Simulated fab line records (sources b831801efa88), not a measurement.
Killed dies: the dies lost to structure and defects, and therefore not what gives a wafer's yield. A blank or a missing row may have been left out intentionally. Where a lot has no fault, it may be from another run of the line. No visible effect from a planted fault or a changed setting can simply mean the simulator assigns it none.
fab line records | flow sky130 | part 1 of 2: steps 1 to 32 of 41
record lots=5 | wafers=15 | last_day=49
route steps=708 shown METAL3@555 VIA3@573
lots that met no fault: taken from a fault-free run of the same line
start_h: the number of hours between the record's first day and the start of the first shown wafer of the lot | wait_h: hours since the lot's step before | " as in the row above | L1.1+2: a row that stands for several wafers | - either no value or no given start | * or withheld: withheld | < > ~ a bound
route shown NAME@n: names a module that has steps shown in the file, with the first one's number in the route | usual: mean and standard deviation over wafers with no fault | same: alike in all rows | chamber/n: place in a boat | sites: the reading at each site | _std_site: how widely they spread, as a standard deviation | _edge_site: outer sites' mean less inner sites' | radius_mm: for every site, how far away it sits from the centre of the wafer | mask NAME#n: copy n | behind: the tool/chamber that last shaped the wafer | hold: the reason the lot was held/the length of the hold in hours/how it ended | device: whichever transistor did not switch (one of n, p or np) | end of line: the tests these same wafers got at the end of their route | a step given without rows: its recipe and nothing more | killed: not the wafer's yield, but the dies lost to structure and defects at the first sort | map: dies across one wafer; x = killed, . = not, _ = none there
set.NAME: the run value of the setting; set.NAME@STEP: its run value at that earlier step | model.NAME: the simulator's own value behind a step, which no gauge read
lots at selected steps of the route; one table per step, one row per wafer
services: from which hour (start_h, from the record's first day; less than 0 if before it) a tool's chamber was out of use, for how many hours, and why
## steps
# step SKY_METAL3_DEHYDRATE_05
# recipe temp_c=200 | time_s=60
lot.wafer  | tool           | chamber | start_h | wait_h
L081.3+5+6 | litho_track-02 | 0       | 944.11  | 11.2
L084.3+4+5 | litho_track-01 | 0       | 963.94  | 11.4
L086.1+3+6 | litho_track-03 | 0       | 980.25  | 11.3
L092.1+2+4 | litho_track-02 | 0       | 1013.71 | 10.4
L094.2+4+5 | litho_track-01 | 0       | 1028.16 | 11.0
# step SKY_METAL3_HMDS_06
# recipe prime_time_s=60 | prime_temp_c=120
lot.wafer  | tool           | chamber | start_h | wait_h
L081.3+5+6 | litho_track-02 | 0       | 944.26  | 0.1
L084.3+4+5 | litho_track-01 | 0       | 964.09  | 0.1
L086.1+3+6 | litho_track-03 | 0       | 980.40  | 0.1
L092.1+2+4 | litho_track-02 | 0       | 1013.86 | 0.1
L094.2+4+5 | litho_track-01 | 0       | 1028.31 | 0.1
# step SKY_METAL3_COAT_07
# recipe resist=BARC | temp_c=withheld | time_s=withheld | spin_rpm=3000 | resist_thk_nm=60
lot.wafer  | tool           | chamber | start_h | wait_h
L081.3+5+6 | litho_track-02 | 0       | 944.41  | 0.1
L084.3+4+5 | litho_track-01 | 0       | 964.24  | 0.1
L086.1+3+6 | litho_track-03 | 0       | 980.55  | 0.1
L092.1+2+4 | litho_track-02 | 0       | 1014.01 | 0.1
L094.2+4+5 | litho_track-01 | 0       | 1028.46 | 0.1
# step SKY_METAL3_COAT_08
# recipe resist=KrF-thick | spin_rpm=3000 | resist_thk_nm=1140
lot.wafer  | tool           | chamber | start_h | wait_h
L081.3+5+6 | litho_track-02 | 0       | -       | -
L084.3+4+5 | litho_track-01 | 0       | -       | -
L086.1+3+6 | litho_track-03 | 0       | -       | -
L092.1+2+4 | litho_track-02 | 0       | -       | -
L094.2+4+5 | litho_track-01 | 0       | -       | -
# step SKY_METAL3_SOFTBAKE_09
# recipe temp_c=100 | time_s=90 | resist=KrF-thick
lot.wafer  | tool           | chamber | start_h | wait_h
L081.3+5+6 | litho_track-02 | 0       | -       | -
L084.3+4+5 | litho_track-01 | 0       | -       | -
L086.1+3+6 | litho_track-03 | 0       | -       | -
L092.1+2+4 | litho_track-02 | 0       | -       | -
L094.2+4+5 | litho_track-01 | 0       | -       | -
# step SKY_METAL3_EXPOSE_10
# recipe mask_id=MM3 | na=0.68 | source_shape=annular | sigma_inner=0.4 | sigma_outer=0.8 | target_cd_nm=300 | dose_mj=28
# usual stage_vel_mm_s=499.96/0.26
lot.wafer | tool           | chamber | start_h | wait_h | mask  | stage_vel_mm_s
L081.3    | krf_scanner-02 | 0       | -       | -      | MM3#0 | 500.19
L081.5    | "              | 0       | "       | "      | MM3#0 | 500.02
L081.6    | "              | 0       | "       | "      | MM3#0 | 499.65
L084.3    | krf_scanner-01 | 0       | -       | -      | MM3#0 | 500.43
L084.4    | "              | 0       | "       | "      | MM3#0 | 500.34
L084.5    | "              | 0       | "       | "      | MM3#0 | 499.99
L086.1    | krf_scanner-01 | 0       | -       | -      | MM3#0 | 499.79
L086.3    | "              | 0       | "       | "      | MM3#0 | 499.53
L086.6    | "              | 0       | "       | "      | MM3#0 | 499.75
L092.1    | krf_scanner-01 | 0       | -       | -      | MM3#0 | 500.14
L092.2    | "              | 0       | "       | "      | MM3#0 | 500.24
L092.4    | "              | 0       | "       | "      | MM3#0 | 500.12
L094.2    | krf_scanner-01 | 0       | -       | -      | MM3#0 | 500.38
L094.4    | "              | 0       | "       | "      | MM3#0 | 500.22
L094.5    | "              | 0       | "       | "      | MM3#0 | 499.86
# step SKY_METAL3_PEB_11
# recipe peb_temp_c=withheld | peb_time_s=withheld | resist=KrF-thick
lot.wafer  | tool           | chamber | start_h | wait_h
L081.3+5+6 | litho_track-02 | 0       | -       | -
L084.3+4+5 | litho_track-01 | 0       | -       | -
L086.1+3+6 | litho_track-01 | 0       | -       | -
L092.1+2+4 | litho_track-01 | 0       | -       | -
L094.2+4+5 | litho_track-03 | 0       | -       | -
# step SKY_METAL3_DEVELOP_12
# recipe develop_time_s=60 | resist=KrF-thick | dev_temp_c=21
lot.wafer  | tool           | chamber | start_h | wait_h
L081.3+5+6 | litho_track-02 | 0       | -       | -
L084.3+4+5 | litho_track-01 | 0       | -       | -
L086.1+3+6 | litho_track-01 | 0       | -       | -
L092.1+2+4 | litho_track-01 | 0       | -       | -
L094.2+4+5 | litho_track-03 | 0       | -       | -
# step SKY_METAL3_CD_MEAS_13
# recipe target_cd_nm=300
# usual cd_nm=299.9/1.4
lot.wafer | tool      | chamber | start_h | wait_h | cd_nm
L081.3    | cd_sem-02 | -       | 956.85  | -      | 297.9
L081.5    | "         | -       | "       | "      | 297.2
L081.6    | "         | -       | "       | "      | 297.0
L084.3    | cd_sem-02 | -       | 976.38  | -      | 301.7
L084.4    | "         | -       | "       | "      | 299.9
L084.5    | "         | -       | "       | "      | 301.6
L086.1    | cd_sem-02 | -       | 992.49  | -      | 299.2
L086.3    | "         | -       | "       | "      | 298.5
L086.6    | "         | -       | "       | "      | 299.9
L092.1    | cd_sem-01 | -       | 1025.74 | -      | 300.5
L092.2    | "         | -       | "       | "      | 300.7
L092.4    | "         | -       | "       | "      | 300.0
L094.2    | cd_sem-02 | -       | 1039.82 | -      | 300.1
L094.4    | "         | -       | "       | "      | 301.0
L094.5    | "         | -       | "       | "      | 300.4
# step SKY_METAL3_OVL_MEAS_14
# usual METAL3_OVL=-4/5
lot.wafer | tool       | chamber | start_h | wait_h | METAL3_OVL[nm]
L081.3    | overlay-02 | -       | 956.94  | 0.1    | -2
L081.5    | "          | -       | "       | "      | -2
L081.6    | "          | -       | "       | "      | -3
L084.3    | overlay-01 | -       | 976.47  | 0.1    | 2
L084.4    | "          | -       | "       | "      | -2
L084.5    | "          | -       | "       | "      | -3
L086.1    | overlay-02 | -       | 992.61  | 0.1    | -7
L086.3    | "          | -       | "       | "      | -11
L086.6    | "          | -       | "       | "      | -7
L092.1    | overlay-02 | -       | 1025.86 | 0.1    | -2
L092.2    | "          | -       | "       | "      | -2
L092.4    | "          | -       | "       | "      | 2
L094.2    | overlay-01 | -       | 1039.93 | 0.1    | 8
L094.4    | "          | -       | "       | "      | 3
L094.5    | "          | -       | "       | "      | -3
# step SKY_METAL3_DESCUM_15
# recipe chemistry=O2 | source_power_w=150 | bias_power_w=0 | pressure_mtorr=10 | temp_c=40 | time_s=8
# usual drypump_motor_current_A=6.2/0.36 | oes_product_au=1.000/0.0085
lot.wafer | tool         | chamber | start_h | wait_h | drypump_motor_current_A | oes_product_au | rf_hours_counter_h
L081.3    | rie_metal-01 | 1       | 956.99  | 0.0    | 6.6                     | 1.003          | -
L081.5    | "            | 1       | "       | "      | 6.6                     | 0.997          | -
L081.6    | "            | 1       | "       | "      | 6.6                     | 0.994          | -
L084.3    | rie_metal-01 | 1       | 976.51  | 0.0    | 6.7                     | 1.003          | -
L084.4    | "            | 1       | "       | "      | 6.7                     | 1.008          | -
L084.5    | "            | 1       | "       | "      | 6.7                     | 1.010          | -
L086.1    | rie_metal-01 | 1       | 992.64  | 0.0    | 6.7                     | 1.002          | 17
L086.3    | "            | 1       | "       | "      | 6.7                     | 0.989          | -
L086.6    | "            | 1       | "       | "      | 6.7                     | 1.004          | -
L092.1    | rie_metal-03 | 0       | 1025.89 | 0.0    | 6.1                     | 0.985          | 20
L092.2    | "            | 1       | "       | "      | 5.7                     | 0.994          | 10
L092.4    | "            | 0       | "       | "      | 6.1                     | 0.995          | -
L094.2    | rie_metal-04 | 0       | 1039.97 | 0.0    | 6.0                     | 1.006          | -
L094.4    | "            | 0       | "       | "      | 6.1                     | 1.007          | -
L094.5    | "            | 0       | "       | "      | 6.0                     | 1.005          | -
# step SKY_METAL3_ETCH_16
# recipe chemistry=N2/H2 | target=BARC | ion_energy_ev=200 | bias_w=100 | pressure_mtorr=30 | n2_flow_sccm=100 | h2_flow_sccm=200 | icp_w=500 | stop_on=SiO2 | time_s=88.2 | target_depth_a=600
# usual drypump_motor_current_A=6.2/0.36 | oes_product_au=0.626/0.0045 | throttle_valve_pct=13.204/0.0083
lot.wafer | tool         | chamber | start_h | wait_h | drypump_motor_current_A | oes_product_au | rf_hours_counter_h | throttle_valve_pct
L081.3    | rie_metal-01 | 1       | 957.09  | 0.1    | 6.7                     | 0.632          | -                  | 13.195
L081.5    | "            | 1       | "       | "      | 6.7                     | 0.632          | -                  | 13.206
L081.6    | "            | 1       | "       | "      | 6.7                     | 0.623          | -                  | 13.216
L084.3    | rie_metal-01 | 1       | 976.62  | 0.1    | 6.7                     | 0.627          | -                  | 13.211
L084.4    | "            | 1       | "       | "      | 6.7                     | 0.621          | -                  | 13.196
L084.5    | "            | 1       | "       | "      | 6.7                     | 0.622          | -                  | 13.208
L086.1    | rie_metal-01 | 1       | 992.71  | 0.1    | 6.7                     | 0.632          | 17                 | 13.208
L086.3    | "            | 1       | "       | "      | 6.7                     | 0.621          | -                  | 13.214
L086.6    | "            | 1       | "       | "      | 6.7                     | 0.621          | -                  | 13.202
L092.1    | rie_metal-03 | 0       | 1025.92 | 0.0    | 6.1                     | 0.630          | 20                 | 13.219
L092.2    | "            | 1       | "       | "      | 5.7                     | 0.625          | 10                 | 13.216
L092.4    | "            | 0       | "       | "      | 6.1                     | 0.628          | -                  | 13.195
L094.2    | rie_metal-04 | 0       | 1040.06 | 0.1    | 6.0                     | 0.621          | -                  | 13.198
L094.4    | "            | 0       | "       | "      | 6.0                     | 0.623          | -                  | 13.214
L094.5    | "            | 0       | "       | "      | 6.0                     | 0.621          | -                  | 13.190
# step SKY_METAL3_ETCH_17
# recipe target=SiO2 | stop_on=TiN | chemistry=C4F8/O2/Ar | source_w=1500 | bias_w=1200 | pressure_mtorr=40 | c4f8_flow_sccm=withheld | O2_flow_sccm=6 | Ar_flow_sccm=300 | time_s=3.9 | target_depth_a=150
# usual oes_product_au=0.752/0.0073
lot.wafer | tool        | chamber | start_h | wait_h | oes_product_au | rf_hours_counter_h
L081.3    | rie_diel-04 | 3       | 957.23  | 0.1    | 0.766          | 8
L081.5    | "           | 1       | "       | "      | 0.746          | -
L081.6    | "           | 2       | "       | "      | 0.748          | -
L084.3    | rie_diel-03 | 1       | 976.75  | 0.1    | 0.746          | 7
L084.4    | "           | 2       | "       | "      | 0.758          | -
L084.5    | "           | 3       | "       | "      | 0.754          | -
L086.1    | rie_diel-04 | 1       | 992.90  | 0.2    | 0.750          | 6
L086.3    | "           | 3       | "       | "      | 0.751          | 9
L086.6    | "           | 3       | "       | "      | 0.746          | -
L092.1    | rie_diel-01 | 2       | 1026.02 | 0.1    | 0.752          | 11
L092.2    | "           | 1       | "       | "      | 0.742          | 1
L092.4    | "           | 3       | "       | "      | 0.752          | 9
L094.2    | rie_diel-04 | 1       | 1040.22 | 0.1    | 0.757          | 8
L094.4    | "           | 0       | "       | "      | 0.752          | 13
L094.5    | "           | 0       | "       | "      | 0.744          | -
# step SKY_METAL3_METAL_ETCH_18
# recipe target_depth_a=8450 | stop_on=SiO2 | over_etch_frac=0.3 | time_s=183.1 | chemistry=Cl2/BCl3 | resist_sidewall_deg=88 | pressure_mtorr=10 | icp_w=900 | bias_w=48.5 | Cl2_flow_sccm=60 | bcl3_flow_sccm=30
# usual drypump_motor_current_A=6.2/0.37 | oes_product_au=0.865/0.0055 | throttle_valve_pct=22.264/0.0093
lot.wafer | tool         | chamber | start_h | wait_h | drypump_motor_current_A | oes_product_au | rf_hours_counter_h | throttle_valve_pct
L081.3    | rie_metal-04 | 0       | 957.30  | 0.1    | 6.0                     | 0.861          | -                  | 22.267
L081.5    | "            | 1       | "       | "      | 6.6                     | 0.873          | -                  | 22.264
L081.6    | "            | 0       | "       | "      | 6.1                     | 0.863          | -                  | 22.272
L084.3    | rie_metal-03 | 0       | 976.89  | 0.1    | 6.1                     | 0.873          | -                  | 22.269
L084.4    | "            | 0       | "       | "      | 6.1                     | 0.875          | -                  | 22.280
L084.5    | "            | 0       | "       | "      | 6.1                     | 0.862          | -                  | 22.255
L086.1    | rie_metal-04 | 1       | 992.92  | 0.0    | 6.6                     | 0.867          | 16                 | 22.249
L086.3    | "            | 0       | "       | "      | 6.0                     | 0.870          | -                  | 22.267
L086.6    | "            | 0       | "       | "      | 6.0                     | 0.863          | -                  | 22.258
L092.1    | rie_metal-01 | 0       | 1026.04 | 0.0    | 5.9                     | 0.874          | 7                  | 22.273
L092.2    | "            | 1       | "       | "      | 6.7                     | 0.863          | 20                 | 22.260
L092.4    | "            | 0       | "       | "      | 5.9                     | 0.869          | -                  | 22.272
L094.2    | rie_metal-03 | 0       | 1040.24 | 0.0    | 6.1                     | 0.863          | 20                 | 22.276
L094.4    | "            | 0       | "       | "      | 6.1                     | 0.858          | -                  | 22.265
L094.5    | "            | 0       | "       | "      | 6.1                     | 0.856          | -                  | 22.257
# step SKY_METAL3_STRIP_19
# recipe chemistry=O2/N2 | power_w=1400 | pressure_mtorr=1500 | platen_temp_c=withheld | o2_flow_sccm=3000 | n2_flow_sccm=300 | overash_fraction=0.5
# usual drypump_motor_current_A=5.6/0.51 | oes_product_au=0.504/0.0052 | strip_time_to_endpoint_s=6.56/0.069
# same overash_fraction=0.5
lot.wafer | tool            | chamber | start_h | wait_h | drypump_motor_current_A | oes_product_au | rf_hours_counter_h | strip_time_to_endpoint_s
L081.3    | plasma_asher-01 | 1       | 957.46  | 0.1    | 6.0                     | 0.496          | -                  | 6.43
L081.5    | "               | 1       | "       | "      | 6.1                     | 0.505          | -                  | 6.53
L081.6    | "               | 0       | "       | "      | 5.2                     | 0.496          | -                  | 6.44
L084.3    | plasma_asher-01 | 1       | 977.16  | 0.2    | 6.0                     | 0.511          | -                  | 6.62
L084.4    | "               | 0       | "       | "      | 5.2                     | 0.501          | -                  | 6.63
L084.5    | "               | 0       | "       | "      | 5.2                     | 0.501          | -                  | 6.62
L086.1    | plasma_asher-03 | 1       | 993.10  | 0.1    | 5.3                     | 0.511          | 82                 | 6.54
L086.3    | "               | 0       | "       | "      | 6.1                     | 0.497          | -                  | 6.50
L086.6    | "               | 0       | "       | "      | 6.1                     | 0.496          | -                  | 6.46
L092.1    | plasma_asher-02 | 0       | 1026.22 | 0.1    | 6.1                     | 0.507          | 124                | 6.62
L092.2    | "               | 1       | "       | "      | 4.7                     | 0.500          | 124                | 6.54
L092.4    | "               | 1       | "       | "      | 4.8                     | 0.499          | -                  | 6.63
L094.2    | plasma_asher-03 | 1       | 1040.42 | 0.1    | 5.4                     | 0.505          | 86                 | 6.64
L094.4    | "               | 0       | "       | "      | 6.1                     | 0.505          | -                  | 6.60
L094.5    | "               | 0       | "       | "      | 6.1                     | 0.506          | -                  | 6.65
# step SKY_METAL3_STRIP_20
# recipe chemistry=post_etch_residue_remover | time_s=1200 | temp_c=72.5
lot.wafer  | tool         | chamber | start_h | wait_h
L081.3+5+6 | wet_bench-01 | 3       | 957.52  | 0.0
L084.3+4+5 | wet_bench-03 | 1       | 977.23  | 0.0
L086.1+3+6 | wet_bench-02 | 0       | 993.20  | 0.1
L092.1+2+4 | wet_bench-03 | 0       | 1026.34 | 0.1
L094.2+4+5 | wet_bench-02 | 2       | 1040.52 | 0.1
# step SKY_METAL3_CLEAN_21
# recipe chemistry=IPA | time_s=180 | temp_c=25
lot.wafer  | tool         | chamber | start_h | wait_h
L081.3+5+6 | wet_bench-03 | 3       | 957.86  | 0.0
L084.3+4+5 | wet_bench-03 | 2       | 977.57  | 0.0
L086.1+3+6 | wet_bench-03 | 0       | 993.57  | 0.0
L092.1+2+4 | wet_bench-01 | 2       | 1026.70 | 0.0
L094.2+4+5 | wet_bench-03 | 1       | 1040.89 | 0.0
# step SKY_METAL3_CLEAN_22
# recipe chemistry=O3/DIW | dry=n2_spin
lot.wafer  | tool         | chamber | start_h | wait_h
L081.3+5+6 | wet_bench-01 | 1       | 957.93  | 0.0
L084.3+4+5 | wet_bench-03 | 0       | 977.63  | 0.0
L086.1+3+6 | wet_bench-01 | 3       | 993.63  | 0.0
L092.1+2+4 | wet_bench-03 | 0       | 1026.85 | 0.1
L094.2+4+5 | wet_bench-02 | 0       | 1040.95 | 0.0
# step SKY_VIA3_HDPCVD_00
# recipe material=SiO2 | target_thk_nm=1635 | sigma_open_frac=0.3 | time_s=272.5 | temp_c=400 | sih4_flow_sccm=60 | pressure_mtorr=6
# usual susceptor_temp_C=400.00/0.22
lot.wafer | tool      | chamber | start_h | wait_h | susceptor_temp_C
L081.3    | hdpcvd-02 | 2       | 958.02  | 0.0    | 399.96
L081.5    | "         | 2       | "       | "      | 399.85
L081.6    | "         | 0       | "       | "      | 400.23
L084.3    | hdpcvd-02 | 1       | 977.72  | 0.0    | 400.15
L084.4    | "         | 1       | "       | "      | 400.15
L084.5    | "         | 0       | "       | "      | 400.06
L086.1    | hdpcvd-01 | 1       | 993.73  | 0.0    | 399.95
L086.3    | "         | 0       | "       | "      | 399.95
L086.6    | "         | 2       | "       | "      | 400.24
L092.1    | hdpcvd-01 | 2       | 1026.95 | 0.0    | 399.98
L092.2    | "         | 1       | "       | "      | 400.48
L092.4    | "         | 1       | "       | "      | 400.23
L094.2    | hdpcvd-02 | 2       | 1041.05 | 0.0    | 400.17
L094.4    | "         | 1       | "       | "      | 400.21
L094.5    | "         | 2       | "       | "      | 400.04
# step SKY_VIA3_THK_MEAS_01
# recipe reads=SiO2_of_VIA3_HDPCVD_00
# usual VIA3_HDPCVD_THK=1641/15
lot.wafer | tool          | chamber | start_h | wait_h | VIA3_HDPCVD_THK[nm]
L081.3    | film_metro-02 | -       | 958.21  | 0.1    | 1637
L081.5    | "             | -       | "       | "      | 1660
L081.6    | "             | -       | "       | "      | 1652
L084.3    | film_metro-03 | -       | 977.91  | 0.1    | 1648
L084.4    | "             | -       | "       | "      | 1640
L084.5    | "             | -       | "       | "      | 1638
L086.1    | film_metro-04 | -       | 993.90  | 0.1    | 1651
L086.3    | "             | -       | "       | "      | 1661
L086.6    | "             | -       | "       | "      | 1651
L092.1    | film_metro-04 | -       | 1027.11 | 0.1    | 1628
L092.2    | "             | -       | "       | "      | 1634
L092.4    | "             | -       | "       | "      | 1621
L094.2    | film_metro-03 | -       | 1041.23 | 0.1    | 1605
L094.4    | "             | -       | "       | "      | 1625
L094.5    | "             | -       | "       | "      | 1612
# step SKY_VIA3_CMP_02
# recipe material=SiO2 | down_force_psi=4 | platen_rpm=60 | pad_velocity_m_s=0.94248
# usual motor_current_A=10.9/1.2
lot.wafer | tool   | chamber | start_h | wait_h | motor_current_A
L081.3    | cmp-01 | 2       | 958.25  | 0.0    | 8.9
L081.5    | "      | 2       | "       | "      | 9.3
L081.6    | "      | 3       | "       | "      | 11.1
L084.3    | cmp-02 | 0       | 978.14  | 0.2    | 9.5
L084.4    | "      | 2       | "       | "      | 11.2
L084.5    | "      | 1       | "       | "      | 12.9
L086.1    | cmp-02 | 2       | 994.01  | 0.1    | 11.5
L086.3    | "      | 0       | "       | "      | 9.7
L086.6    | "      | 1       | "       | "      | 11.8
L092.2    | cmp-02 | 3       | 1027.49 | 0.4    | 11.4
L092.4    | "      | 0       | "       | "      | 9.4
L092.1    | "      | 1       | "       | "      | 12.3
L094.4    | cmp-02 | 0       | 1041.68 | 0.4    | 9.6
L094.2    | "      | 1       | "       | "      | 12.2
L094.5    | "      | 3       | "       | "      | 11.9
# step SKY_VIA3_BOW_MEAS_03
# recipe mode=bow
# usual VIA3_BOW=80/7.3
lot.wafer | tool          | chamber | start_h | wait_h | VIA3_BOW[um]
L081.3    | film_metro-03 | -       | 958.59  | 0.3    | 59
L081.5    | "             | -       | "       | "      | 75
L081.6    | "             | -       | "       | "      | 67
L084.3    | film_metro-02 | -       | 978.48  | 0.3    | 74
L084.4    | "             | -       | "       | "      | 92
L084.5    | "             | -       | "       | "      | 67
L086.1    | film_metro-04 | -       | 994.26  | 0.2    | 83
L086.3    | "             | -       | "       | "      | 77
L086.6    | "             | -       | "       | "      | 68
L092.1    | film_metro-02 | -       | 1027.74 | 0.1    | 80
L092.2    | "             | -       | "       | "      | 72
L092.4    | "             | -       | "       | "      | 81
L094.2    | film_metro-03 | -       | 1041.90 | 0.1    | 74
L094.4    | "             | -       | "       | "      | 81
L094.5    | "             | -       | "       | "      | 84
# step SKY_VIA3_DEHYDRATE_04
# recipe temp_c=200 | time_s=60
lot.wafer  | tool           | chamber | start_h | wait_h
L081.3+5+6 | litho_track-04 | 0       | 970.16  | 11.6
L084.3+4+5 | litho_track-03 | 0       | 989.50  | 11.0
L086.1+3+6 | litho_track-03 | 0       | 1005.20 | 10.9
L092.1+2+4 | litho_track-04 | 0       | 1038.21 | 10.5
L094.2+4+5 | litho_track-04 | 0       | 1052.24 | 10.3
# step SKY_VIA3_HMDS_05
# recipe prime_time_s=60 | prime_temp_c=120
lot.wafer  | tool           | chamber | start_h | wait_h
L081.3+5+6 | litho_track-04 | 0       | 970.31  | 0.1
L084.3+4+5 | litho_track-03 | 0       | 989.65  | 0.1
L086.1+3+6 | litho_track-03 | 0       | 1005.35 | 0.1
L092.1+2+4 | litho_track-04 | 0       | 1038.36 | 0.1
L094.2+4+5 | litho_track-04 | 0       | 1052.39 | 0.1
# step SKY_VIA3_COAT_06
# recipe resist=BARC | temp_c=withheld | time_s=withheld | spin_rpm=3000 | resist_thk_nm=60
lot.wafer  | tool           | chamber | start_h | wait_h
L081.3+5+6 | litho_track-04 | 0       | 970.46  | 0.1
L084.3+4+5 | litho_track-03 | 0       | 989.80  | 0.1
L086.1+3+6 | litho_track-03 | 0       | 1005.50 | 0.1
L092.1+2+4 | litho_track-04 | 0       | 1038.51 | 0.1
L094.2+4+5 | litho_track-04 | 0       | 1052.54 | 0.1
# step SKY_VIA3_COAT_07
# recipe resist=KrF-thick | spin_rpm=3000 | resist_thk_nm=450
lot.wafer  | tool           | chamber | start_h | wait_h
L081.3+5+6 | litho_track-04 | 0       | -       | -
L084.3+4+5 | litho_track-03 | 0       | -       | -
L086.1+3+6 | litho_track-03 | 0       | -       | -
L092.1+2+4 | litho_track-04 | 0       | -       | -
L094.2+4+5 | litho_track-04 | 0       | -       | -
# step SKY_VIA3_SOFTBAKE_08
# recipe temp_c=100 | time_s=90 | resist=KrF-thick
lot.wafer  | tool           | chamber | start_h | wait_h
L081.3+5+6 | litho_track-04 | 0       | -       | -
L084.3+4+5 | litho_track-03 | 0       | -       | -
L086.1+3+6 | litho_track-03 | 0       | -       | -
L092.1+2+4 | litho_track-04 | 0       | -       | -
L094.2+4+5 | litho_track-04 | 0       | -       | -
# step SKY_VIA3_EXPOSE_09
# recipe mask_id=VIM3 | na=0.8 | source_shape=annular | sigma_inner=0.55 | sigma_outer=0.85 | target_cd_nm=200 | dose_mj=38
# usual stage_vel_mm_s=499.99/0.24
lot.wafer | tool           | chamber | start_h | wait_h | mask   | stage_vel_mm_s
L081.3    | krf_scanner-01 | 0       | -       | -      | VIM3#0 | 499.59
L081.5    | "              | 0       | "       | "      | VIM3#0 | 500.10
L081.6    | "              | 0       | "       | "      | VIM3#0 | 499.93
L084.3    | krf_scanner-01 | 0       | -       | -      | VIM3#0 | 499.69
L084.4    | "              | 0       | "       | "      | VIM3#0 | 499.86
L084.5    | "              | 0       | "       | "      | VIM3#0 | 500.24
L086.1    | krf_scanner-02 | 0       | -       | -      | VIM3#0 | 499.90
L086.3    | "              | 0       | "       | "      | VIM3#0 | 500.11
L086.6    | "              | 0       | "       | "      | VIM3#0 | 500.38
L092.1    | krf_scanner-02 | 0       | -       | -      | VIM3#0 | 500.07
L092.2    | "              | 0       | "       | "      | VIM3#0 | 500.16
L092.4    | "              | 0       | "       | "      | VIM3#0 | 500.16
L094.2    | krf_scanner-02 | 0       | -       | -      | VIM3#0 | 499.97
L094.4    | "              | 0       | "       | "      | VIM3#0 | 499.66
L094.5    | "              | 0       | "       | "      | VIM3#0 | 499.89
# step SKY_VIA3_PEB_10
# recipe peb_temp_c=withheld | peb_time_s=withheld | resist=KrF-thick
lot.wafer  | tool           | chamber | start_h | wait_h
L081.3+5+6 | litho_track-03 | 0       | -       | -
L084.3+4+5 | litho_track-04 | 0       | -       | -
L086.1+3+6 | litho_track-03 | 0       | -       | -
L092.1+2+4 | litho_track-03 | 0       | -       | -
L094.2+4+5 | litho_track-04 | 0       | -       | -
# step SKY_VIA3_DEVELOP_11
# recipe develop_time_s=60 | resist=KrF-thick | dev_temp_c=21
lot.wafer  | tool           | chamber | start_h | wait_h
L081.3+5+6 | litho_track-03 | 0       | -       | -
L084.3+4+5 | litho_track-04 | 0       | -       | -
L086.1+3+6 | litho_track-03 | 0       | -       | -
L092.1+2+4 | litho_track-03 | 0       | -       | -
L094.2+4+5 | litho_track-04 | 0       | -       | -
# step SKY_VIA3_CD_MEAS_12
# recipe target_cd_nm=200
# usual cd_nm=199.7/1.4
lot.wafer | tool      | chamber | start_h | wait_h | cd_nm
L081.3    | cd_sem-02 | -       | 982.59  | -      | 200.5
L081.5    | "         | -       | "       | "      | 199.8
L081.6    | "         | -       | "       | "      | 199.6
L084.3    | cd_sem-01 | -       | 1001.75 | -      | 199.9
L084.4    | "         | -       | "       | "      | 198.4
L084.5    | "         | -       | "       | "      | 199.9
L086.1    | cd_sem-01 | -       | 1017.65 | -      | 197.4
L086.3    | "         | -       | "       | "      | 196.8
L086.6    | "         | -       | "       | "      | 196.9
L092.1    | cd_sem-01 | -       | 1049.80 | -      | 201.1
L092.2    | "         | -       | "       | "      | 200.6
L092.4    | "         | -       | "       | "      | 199.5
L094.2    | cd_sem-02 | -       | 1063.68 | -      | 196.9
L094.4    | "         | -       | "       | "      | 198.3
L094.5    | "         | -       | "       | "      | 199.3
# step SKY_VIA3_OVL_MEAS_13
# usual VIA3_OVL=-1/4.5
lot.wafer | tool       | chamber | start_h | wait_h | VIA3_OVL[nm]
L081.3    | overlay-01 | -       | 982.69  | 0.1    | 1
L081.5    | "          | -       | "       | "      | 0
L081.6    | "          | -       | "       | "      | -4
L084.3    | overlay-02 | -       | 1001.85 | 0.1    | -4
L084.4    | "          | -       | "       | "      | 1
L084.5    | "          | -       | "       | "      | -4
L086.1    | overlay-01 | -       | 1017.77 | 0.1    | -2
L086.3    | "          | -       | "       | "      | -4
L086.6    | "          | -       | "       | "      | -8
L092.1    | overlay-02 | -       | 1049.92 | 0.1    | 2
L092.2    | "          | -       | "       | "      | -1
L092.4    | "          | -       | "       | "      | -9
L094.2    | overlay-02 | -       | 1063.79 | 0.1    | -5
L094.4    | "          | -       | "       | "      | -11
L094.5    | "          | -       | "       | "      | -12
